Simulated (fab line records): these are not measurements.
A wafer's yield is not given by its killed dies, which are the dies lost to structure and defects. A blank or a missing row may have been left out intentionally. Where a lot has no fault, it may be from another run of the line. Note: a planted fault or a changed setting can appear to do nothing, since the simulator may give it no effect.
fab line records	flow sky130
record: lots: 10	wafers: 30	last_day: 50
route steps=708 shown VT_ADJUST_LVTN@115 SONOS_ONO@185 GATE_OXIDE@197 POLY_GATE@204 PAD_OPEN@708
lots with no fault: from the same line, run without faults
start_h: the number of hours between the record's first day and the start of the first shown wafer of the lot	wait_h: hours elapsed since this lot's preceding step	" repeats the value in the row above	L1.1+2: one row covering several wafers at once	- no value present, or no start provided	* or withheld: withheld	< > ~ a bound
route shown NAME@n: NAME is a module with steps in the file, n the number in the route of the first one	usual: mean and standard deviation over wafers with no fault	same: alike in all rows	chamber/n: place in a boat	sites: the reading at each site	_std_site: how widely they spread, as a standard deviation	_edge_site: inner sites' mean taken away from outer sites' mean	radius_mm: how far each site lies from the wafer's centre	mask NAME#n: copy n	behind: the tool/chamber that last shaped the wafer	hold: cause of the lot's hold/its duration in hours/its outcome	device: transistor that didn't switch, given as n, p or np	end of line: tests of these same wafers at the route's end	step lacking rows: just its recipe	killed: dies that structure and defects cost at the first sort, which is not the same as the wafer's yield	map: shows each die of a wafer: x if killed, . if not, _ if none is there
set.NAME: setting as actually run; set.NAME@STEP: the setting as run at that earlier step	model.NAME: the simulator's own value behind a step, which no gauge read
the route's steps for a sample of lots (tables are steps, rows are wafers)
services: the hour from which a tool's chamber was out of use, counted from the record's first day as start_h (under 0 if before that day), plus the number of hours and why
== steps ==
step: SKY_VT_ADJUST_LVTN_OVL_MEAS_18
usual: VT_ADJUST_LVTN_01_OVL: -0.1/1.4
lot.wafer	tool	chamber	start_h	wait_h	VT_ADJUST_LVTN_01_OVL[nm]
L299.1	overlay-01	-	173.57	0.1	2.4
L299.4	"	-	"	"	1.2
L299.5	"	-	"	"	0.3
L300.1	overlay-01	-	186.34	0.1	0.6
L300.4	"	-	"	"	1.3
L300.6	"	-	"	"	-1.3
L304.2	overlay-02	-	214.82	0.1	-0.2
L304.5	"	-	"	"	-1.5
L304.6	"	-	"	"	-1.0
L307.1	overlay-01	-	231.77	0.1	1.3
L307.2	"	-	"	"	0.5
L307.3	"	-	"	"	1.4
L308.1	overlay-01	-	238.64	0.1	-0.6
L308.3	"	-	"	"	0.8
L308.4	"	-	"	"	0.6
L316.3	overlay-02	-	294.55	0.1	-1.0
L316.4	"	-	"	"	-1.8
L316.5	"	-	"	"	0.8
L317.3	overlay-02	-	300.05	0.1	-2.5
L317.4	"	-	"	"	-2.4
L317.6	"	-	"	"	-2.5
L318.1	overlay-02	-	306.22	0.1	0.1
L318.5	"	-	"	"	-0.3
L318.6	"	-	"	"	0.8
L319.2	overlay-01	-	315.70	0.1	1.2
L319.3	"	-	"	"	1.5
L319.5	"	-	"	"	2.3
L320.1	overlay-01	-	324.67	0.1	0.1
L320.5	"	-	"	"	-1.1
L320.6	"	-	"	"	0.4
step: SKY_SONOS_ONO_STRIP_17
recipe: chemistry: O2/N2	power_w: 1400	pressure_mtorr: 1500	platen_temp_c: withheld	o2_flow_sccm: 3000	n2_flow_sccm: 300	overash_fraction: 0.5
usual: drypump_motor_current_A: 5.54/0.28	o2_flow_sccm: 3000/8.6	oes_product_au: 0.709/0.0043	strip_time_to_endpoint_s: 14.11/0.041
lot.wafer	tool	chamber	start_h	wait_h	drypump_motor_current_A	o2_flow_sccm	oes_product_au	rf_hours_counter_h	strip_time_to_endpoint_s
L299.1	plasma_asher-04	1	296.44	0.0	5.70	3012	0.707	64	14.09
L299.4	"	0	"	"	5.56	2986	0.712	-	14.04
L299.5	"	0	"	"	5.54	2991	0.708	-	14.10
L300.1	plasma_asher-01	0	311.95	0.0	5.05	3004	0.704	18	14.13
L300.4	"	1	"	"	5.92	3008	0.711	-	14.14
L300.6	"	0	"	"	5.05	3005	0.702	-	14.14
L304.2	plasma_asher-04	1	346.14	0.0	5.68	3018	0.708	69	14.08
L304.5	"	1	"	"	5.68	3002	0.707	-	14.13
L304.6	"	0	"	"	5.56	3007	0.714	-	14.08
L307.1	plasma_asher-03	1	367.10	0.0	5.44	2996	0.702	66	14.07
L307.2	"	0	"	"	5.41	3001	0.715	66	14.07
L307.3	"	1	"	"	5.43	2995	0.704	-	14.05
L308.1	plasma_asher-04	1	375.58	0.0	5.63	3005	0.706	72	14.11
L308.3	"	0	"	"	5.57	2982	0.706	-	14.10
L308.4	"	1	"	"	5.69	2994	0.707	-	14.10
L316.3	plasma_asher-04	1	444.06	0.0	5.75	2993	0.707	-	14.16
L316.4	"	0	"	"	5.55	2999	0.711	-	14.12
L316.5	"	0	"	"	5.54	3000	0.713	-	14.15
L317.3	plasma_asher-04	1	444.33	0.0	5.69	3006	0.720	-	14.05
L317.4	"	0	"	"	5.56	2997	0.711	-	14.07
L317.6	"	0	"	"	5.55	2989	0.708	-	14.09
L318.1	plasma_asher-03	0	454.99	0.0	5.42	2999	0.712	2	14.08
L318.5	"	0	"	"	5.41	3000	0.706	-	14.00
L318.6	"	1	"	"	5.44	3008	0.712	-	14.07
L319.2	plasma_asher-04	0	466.38	0.0	5.55	2989	0.720	81	14.09
L319.3	"	0	"	"	5.56	3006	0.701	-	14.09
L319.5	"	0	"	"	5.54	3003	0.708	-	14.10
L320.1	plasma_asher-01	1	472.38	0.0	5.90	2998	0.709	33	14.15
L320.5	"	0	"	"	5.05	2995	0.709	-	14.08
L320.6	"	1	"	"	5.91	2998	0.711	-	14.09
step: SKY_GATE_OXIDE_OVL_MEAS_10
usual: GATE_OXIDE_OVL: 1.1/1.4
lot.wafer	tool	chamber	start_h	wait_h	GATE_OXIDE_OVL[nm]
L299.1	overlay-02	-	324.54	0.1	-0.9
L299.4	"	-	"	"	0.0
L299.5	"	-	"	"	-0.7
L300.1	overlay-01	-	342.29	0.1	3.7
L300.4	"	-	"	"	2.9
L300.6	"	-	"	"	1.4
L304.2	overlay-01	-	381.22	0.1	-0.1
L304.5	"	-	"	"	1.1
L304.6	"	-	"	"	-0.4
L307.1	overlay-01	-	400.09	0.1	2.4
L307.2	"	-	"	"	1.6
L307.3	"	-	"	"	2.7
L308.1	overlay-02	-	414.64	0.1	2.3
L308.3	"	-	"	"	-1.7
L308.4	"	-	"	"	1.4
L316.3	overlay-01	-	477.33	0.1	1.6
L316.4	"	-	"	"	2.7
L316.5	"	-	"	"	1.6
L317.3	overlay-01	-	477.63	0.1	1.4
L317.4	"	-	"	"	0.8
L317.6	"	-	"	"	1.0
L318.1	overlay-01	-	488.07	0.1	1.5
L318.5	"	-	"	"	1.7
L318.6	"	-	"	"	1.9
L319.2	overlay-02	-	500.64	0.1	0.2
L319.3	"	-	"	"	-0.1
L319.5	"	-	"	"	-0.3
L320.1	overlay-02	-	505.24	0.1	3.2
L320.5	"	-	"	"	2.2
L320.6	"	-	"	"	1.8
step: SKY_POLY_GATE_CVD_00
recipe: material: poly-Si	target_thk_nm: 180	temp_c: 620	time_s: 720	pressure_mtorr: 200
usual: spike_tc_bottom_C: 641.4/2.4	spike_tc_centre_C: 621.8/1.2	spike_tc_lower_C: 621.3/1.1	spike_tc_top_C: 638.9/2.3	spike_tc_upper_C: 620.6/1.2	susceptor_temp_C: 620.00/0.29	zone_power_lower_pct: 8.6/0.66	zone_power_upper_pct: 8.6/0.32
lot.wafer	tool	chamber	start_h	wait_h	spike_tc_bottom_C	spike_tc_centre_C	spike_tc_lower_C	spike_tc_top_C	spike_tc_upper_C	susceptor_temp_C	zone_power_lower_pct	zone_power_upper_pct
L299.1	lpcvd-01	0	328.82	0.0	644.2	619.9	622.9	641.4	621.1	620.77	9.2	8.5
L299.4	"	0	"	"	642.9	622.4	622.4	641.2	622.3	620.00	9.3	8.4
L299.5	"	0	"	"	641.9	623.0	618.1	642.0	621.2	620.08	9.2	8.4
L300.1	lpcvd-01	1	348.37	0.0	640.5	620.9	620.2	637.2	618.9	619.80	7.9	8.9
L300.4	"	1	"	"	640.1	620.3	623.7	637.4	619.1	620.04	7.9	8.9
L300.6	"	1	"	"	640.1	620.1	621.3	636.1	619.3	619.69	7.9	8.9
L304.2	lpcvd-01	1	390.47	0.0	637.6	619.9	624.6	634.8	620.5	620.23	7.9	8.8
L304.5	"	1	"	"	639.1	620.7	621.9	637.9	618.6	619.92	7.9	8.9
L304.6	"	1	"	"	639.2	621.7	621.9	636.3	620.2	620.13	7.9	8.9
L307.1	lpcvd-01	1	408.21	0.0	627.9	610.1	612.1	628.9	610.7	609.20	7.6	8.6
L307.2	"	1	"	"	628.2	608.2	611.3	627.2	609.1	609.74	7.9	8.7
L307.3	"	1	"	"	628.5	611.0	613.8	627.9	609.1	609.58	7.9	8.7
L308.1	lpcvd-01	1	418.91	0.0	630.5	613.0	610.5	627.7	608.4	610.04	7.8	8.6
L308.3	"	1	"	"	630.1	610.5	611.8	626.2	609.5	609.62	7.7	8.6
L308.4	"	1	"	"	628.2	609.8	611.1	628.1	608.9	609.38	7.7	8.7
L316.3	lpcvd-01	1	479.35	0.0	638.7	620.4	622.1	637.2	619.1	619.93	8.0	9.0
L316.4	"	1	"	"	638.5	621.1	622.5	637.4	619.7	619.86	8.0	8.8
L316.5	"	1	"	"	639.4	623.9	621.6	637.0	620.8	620.14	7.9	9.1
L317.3	lpcvd-01	0	480.55	0.8	643.2	620.8	619.0	641.0	622.0	620.77	9.1	8.3
L317.4	"	0	"	"	643.1	623.0	619.0	640.5	618.8	620.49	9.2	8.3
L317.6	"	0	"	"	643.5	622.4	620.4	641.5	621.1	620.32	9.2	8.2
L318.1	lpcvd-01	1	490.16	0.0	639.6	621.1	621.2	636.3	620.5	619.92	8.0	9.0
L318.5	"	1	"	"	639.1	622.0	622.9	635.4	619.8	619.94	7.7	9.0
L318.6	"	1	"	"	639.0	623.5	622.3	636.6	621.4	619.95	7.8	8.8
L319.2	lpcvd-01	0	502.77	0.0	643.9	624.7	620.6	641.6	621.3	619.93	9.4	8.3
L319.3	"	0	"	"	643.3	622.8	619.9	642.1	621.1	620.17	9.2	8.4
L319.5	"	0	"	"	643.4	622.7	620.9	638.8	620.0	619.78	9.2	8.3
L320.1	lpcvd-01	1	507.32	0.0	638.6	621.5	623.1	637.8	621.6	620.17	8.0	8.9
L320.5	"	1	"	"	637.6	620.7	623.2	634.1	620.4	620.24	7.9	8.7
L320.6	"	1	"	"	639.0	620.6	621.8	636.8	619.6	619.91	8.0	8.9
step: SKY_POLY_GATE_THK_MEAS_01
recipe: reads: poly-Si_of_POLY_GATE_CVD_00
usual: POLY_GATE_CVD_00_THK: 180.3/1.3
lot.wafer	tool	chamber	start_h	wait_h	POLY_GATE_CVD_00_THK[nm]
L299.1	film_metro-04	-	330.02	0.0	180.4
L299.4	"	-	"	"	181.4
L299.5	"	-	"	"	179.8
L300.1	film_metro-02	-	349.57	0.0	181.2
L300.4	"	-	"	"	181.4
L300.6	"	-	"	"	183.1
L304.2	film_metro-02	-	391.68	0.0	181.0
L304.5	"	-	"	"	180.8
L304.6	"	-	"	"	179.9
L307.1	film_metro-03	-	409.41	0.0	143.6
L307.2	"	-	"	"	144.0
L307.3	"	-	"	"	144.4
L308.1	film_metro-02	-	420.11	0.0	141.5
L308.3	"	-	"	"	142.9
L308.4	"	-	"	"	141.1
L316.3	film_metro-02	-	480.57	0.0	179.4
L316.4	"	-	"	"	179.3
L316.5	"	-	"	"	179.0
L317.3	film_metro-03	-	482.37	0.0	179.4
L317.4	"	-	"	"	180.9
L317.6	"	-	"	"	180.0
L318.1	film_metro-02	-	491.36	0.0	180.4
L318.5	"	-	"	"	180.0
L318.6	"	-	"	"	180.1
L319.2	film_metro-04	-	503.98	0.0	178.8
L319.3	"	-	"	"	180.9
L319.5	"	-	"	"	180.2
L320.1	film_metro-02	-	508.52	0.0	182.3
L320.5	"	-	"	"	182.3
L320.6	"	-	"	"	182.4
step: SKY_POLY_GATE_ETCH_17
recipe: target_depth_nm: 180	stop_on: SiO2	over_etch_frac: 0.56667	chemistry: HBr/Cl2	target: poly-Si	icp_w: 400	bias_w: 100	pressure_mtorr: 10	HBr_flow_sccm: 150	Cl2_flow_sccm: 50	time_s: 70.5
usual: drypump_motor_current_A: 5.6/0.58	oes_product_au: 0.989/0.0067	throttle_valve_pct: 33.684/0.009
lot.wafer	tool	chamber	start_h	wait_h	drypump_motor_current_A	oes_product_au	rf_hours_counter_h	throttle_valve_pct
L299.1	rie_si-01	0	385.70	0.0	5.7	0.990	2	33.690
L299.4	"	1	"	"	6.0	0.988	3	33.668
L299.5	"	0	"	"	5.7	0.985	-	33.677
L300.1	rie_si-02	1	407.25	0.0	4.9	0.996	0	33.686
L300.4	"	0	"	"	4.7	0.987	-	33.698
L300.6	"	3	"	"	6.7	1.001	-	33.691
L304.2	rie_si-01	2	455.05	0.0	5.6	0.996	39	33.692
L304.5	"	2	"	"	5.6	0.994	-	33.676
L304.6	"	1	"	"	6.0	0.985	-	33.676
L307.1	rie_si-02	2	472.80	0.0	5.3	0.852	0	33.689
L307.2	"	3	"	"	6.7	0.850	0	33.701
L307.3	"	0	"	"	4.7	0.857	1	33.696
L308.1	rie_si-02	3	483.53	0.0	6.7	0.847	0	33.686
L308.3	"	2	"	"	5.4	0.853	1	33.689
L308.4	"	0	"	"	4.8	0.841	1	33.677
L316.3	rie_si-02	1	545.05	0.0	4.9	0.995	1	33.684
L316.4	"	2	"	"	5.4	0.983	1	33.699
L316.5	"	2	"	"	5.3	0.983	-	33.684
L317.3	rie_si-01	1	547.00	0.0	6.0	0.979	4	33.685
L317.4	"	3	"	"	6.0	0.988	4	33.688
L317.6	"	2	"	"	5.6	0.981	-	33.676
L318.1	rie_si-02	2	554.80	0.0	5.3	0.984	1	33.690
L318.5	"	0	"	"	4.7	0.996	-	33.682
L318.6	"	3	"	"	6.7	0.989	-	33.695
L319.2	rie_si-01	3	567.43	0.0	6.0	0.989	4	33.675
L319.3	"	0	"	"	5.7	0.987	3	33.690
L319.5	"	0	"	"	5.7	0.983	-	33.675
L320.1	rie_si-02	0	571.43	0.0	4.8	1.000	1	33.679
L320.5	"	1	"	"	5.0	1.005	-	33.674
L320.6	"	0	"	"	4.8	0.993	-	33.689
step: SKY_PAD_OPEN_PROBE_99
usual: killed_at_M0_to_M3: 44/8.6	killed_at_M4_up: 3.4/1.9	killed_at_contacts: 23/5.7	killed_at_front_end: 15/4.5	killed_at_other: 0.4/0.62	killed_dies: 86/11	killed_open: 46/7.6	killed_short: 39/6.3
same: gross_dies: 492	killed_at_back_side: 0
lot.wafer	tool	chamber	start_h	wait_h	killed_at_M0_to_M3	killed_at_M4_up	killed_at_contacts	killed_at_front_end	killed_at_other	killed_dies	killed_open	killed_short
L300.1	prober-01	-	1106.43	0.1	36	4	15	30	1	86	46	39
L300.4	prober-01	-	1106.58	0.2	38	2	24	10	0	74	42	32
L300.6	prober-01	-	1106.68	0.2	52	3	20	22	0	97	50	47
L317.3	prober-02	-	1190.81	0.2	46	2	29	13	1	91	53	37
L317.4	prober-02	-	1190.86	0.2	33	0	18	21	1	73	38	35
L317.6	prober-02	-	1190.96	0.2	43	7	29	16	0	95	49	44
killed by level:class
L300.1 VIA1:geometric_particle:open=10 CONTACT:geometric_particle:open=9 FIELD_ISO:geometric_particle:short=8 FIELD_ISO:geometric_particle:open=6 POLY_GATE:geometric_particle:open=6 METAL1:geometric_particle:short=6 METAL2:geometric_particle:short=5 POLY_GATE:geometric_particle:short=3
L300.4 CONTACT:geometric_particle:open=9 LI_CONTACT:geometric_particle:open=7 VIA1:geometric_particle:open=7 CONTACT:geometric_particle:short=6 METAL1:geometric_particle:short=6 METAL2:geometric_particle:short=5 FIELD_ISO:geometric_particle:open=4 METAL1:geometric_particle:open=4
L300.6 METAL1:geometric_particle:short=13 VIA2:geometric_particle:open=11 FIELD_ISO:geometric_particle:open=7 CONTACT:geometric_particle:open=7 VIA1:geometric_particle:open=6 LI_CONTACT:geometric_particle:open=6 VIA3:geometric_particle:open=6 FIELD_ISO:geometric_particle:short=5
L317.3 VIA1:geometric_particle:open=15 CONTACT:geometric_particle:open=11 LI_CONTACT:geometric_particle:open=8 VIA3:geometric_particle:open=6 METAL3:geometric_particle:short=5 VIA3:geometric_particle:short=5 CONTACT:geometric_particle:short=4 FIELD_ISO:geometric_particle:open=3
L317.4 METAL1:geometric_particle:short=10 CONTACT:geometric_particle:open=8 FIELD_ISO:geometric_particle:open=7 VIA1:geometric_particle:open=6 POLY_GATE:geometric_particle:open=5 FIELD_ISO:geometric_particle:short=4 CONTACT:geometric_particle:short=4 VIA3:geometric_particle:open=4
L317.6 CONTACT:geometric_particle:open=12 VIA1:geometric_particle:open=10 METAL4:geometric_particle:short=7 VIA1:geometric_particle:short=7 FIELD_ISO:geometric_particle:short=6 VIA3:geometric_particle:open=6 LOCAL_INTERCONNECT:geometric_particle:open=5 LOCAL_INTERCONNECT:geometric_particle:short=5
== services ==
tool	chamber	start_h	hours	kind
plasma_asher-03	-	274.50	0.9	repair
plasma_asher-01	-	277.26	1.2	repair
rie_si-02	0	285.59	2.3	repair
rie_si-02	2	297.50	11.8	repair
lpcvd-01	-	321.08	6.0	pm
plasma_asher-04	-	337.86	1.8	repair
plasma_asher-01	-	356.75	6.5	repair
rie_si-02	0	362.53	-	clean
rie_si-02	0	362.53	20.6	scheduled_down
rie_si-02	0	362.53	20.6	vent_cycle
rie_si-02	1	383.13	-	clean
rie_si-02	1	383.13	22.8	scheduled_down
rie_si-02	1	383.13	22.8	vent_cycle
rie_si-02	0	391.91	8.0	repair
rie_si-02	2	405.91	-	clean
plasma_asher-03	-	421.25	9.0	pm
plasma_asher-03	-	431.08	2.7	repair
lpcvd-01	-	438.65	4.3	pm
plasma_asher-04	-	441.68	1.2	repair
rie_si-01	3	463.21	3.3	repair
rie_si-01	-	470.57	14.6	pm
rie_si-02	-	508.92	2.8	pm
plasma_asher-01	-	541.29	28.1	pm
plasma_asher-01	-	569.39	2.8	pm
== key ==
first_sign: step: SKY_POLY_GATE_CVD_00	reading: susceptor_temp_C	direction: down	sigmas: 35	usual: *	struck: *
effect: step: SKY_POLY_GATE_CVD_00	reading: spike_tc_upper_C	direction: down	sigmas: 9.8	usual: 620.6	struck: 609.3
effect: step: SKY_POLY_GATE_THK_MEAS_01	reading: POLY_GATE_CVD_00_THK	direction: down	sigmas: 30	usual: 180.3	struck: 142.9
effect: step: SKY_POLY_GATE_ETCH_17	reading: oes_product_au	direction: down	sigmas: 21	usual: 0.989	struck: 0.850
met_at SKY_POLY_GATE_CVD_00
struck_lots L307,L308
struck_wafers L307.1,L307.2,L307.3,L308.1,L308.3,L308.4
tester_left_out L307,L308
not_acting_at SKY_VT_ADJUST_LVTN_OVL_MEAS_18,SKY_SONOS_ONO_STRIP_17,SKY_GATE_OXIDE_OVL_MEAS_10
onset_between 390.47 408.21
fault: kind: process_parameter_drift	tool: lpcvd-01	chamber: 1	onset_h: 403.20	steps: SKY_POLY_GATE_CVD_00	channel: temp_c	offset: *	shape: step	end_h: 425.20	stated: *
tester_left_out: of these lots the tester's yield and bins aren't shown, on N5 and GAA mostly nor the transistor test; their killed dies are dies lost to structure and defects alone, not to doping, threshold or leakage, so they don't give the yield
